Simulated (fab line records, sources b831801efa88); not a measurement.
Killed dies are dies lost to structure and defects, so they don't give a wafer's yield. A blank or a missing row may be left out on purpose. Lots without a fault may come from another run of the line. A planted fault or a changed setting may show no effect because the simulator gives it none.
Chamber matching | flow gf180mcu | GF_STI_CMP_25 on cmp-01: 4 sister chambers
The step polishes, stops on Si3N4, t overpolish 33 s, target thk 524.6 nm. 8 wafers are shown with their chamber, then 10 later ones without.

WAFERS WITH THEIR CHAMBER
wafer  | chamber | motor_current_A (A) | time_to_endpoint_s (s)
L639.4 | 3       | 10.0                | 118
L641.6 | 1       | 12.5                | 112
L643.2 | 1       | 12.3                | 117
L651.2 | 2       | 11.4                | 132
L651.5 | 0       | 13.3                | 126
L651.6 | 3       | 10.1                | 120
L653.2 | 0       | 12.6                | 124
L653.3 | 2       | 12.1                | 130

WAFERS WITHOUT THEIR CHAMBER
wafer  | motor_current_A (A) | time_to_endpoint_s (s)
L653.4 | 10.0                | 117
L655.3 | 13.6                | 122
L655.5 | 12.6                | 133
L655.6 | 9.9                 | 115
L656.2 | 10.0                | 116
L656.4 | 12.3                | 127
L656.5 | 12.7                | 121
L657.2 | 12.1                | 126
L657.4 | 13.7                | 109
L657.6 | 10.1                | 115

WHICH CHAMBER EACH WENT THROUGH
wafer  | from the rows above     | in truth
L653.4 | 3                       | 3
L655.3 | 0                       | 0
L655.5 | can't be placed: 2 or 0 | 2
L655.6 | 3                       | 3
L656.2 | 3                       | 3
L656.4 | can't be placed: 0 or 2 | 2
L656.5 | can't be placed: 0 or 1 | 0
L657.2 | can't be placed: 0 or 2 | 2
L657.4 | 1                       | 1
L657.6 | 3                       | 3
Placed correctly: 6 of 10. Can't be placed from these rows: 4 (the true chamber is among the candidates in 4). Placed wrongly: 0.
How it was worked out, from the rows above alone: a wafer's distance from a chamber is the root of the sum, over the readings, of the square of ((its reading less the chamber's mean) divided by the reading's scatter). The wafer belongs to the nearest chamber; if the next one is less than 2 further off, it can't be placed. A chamber's mean is the mean of its shown wafers. The scatter: the root of (the sum of the squares of (reading less its chamber's mean) over the shown wafers, divided by (wafers less chambers)).
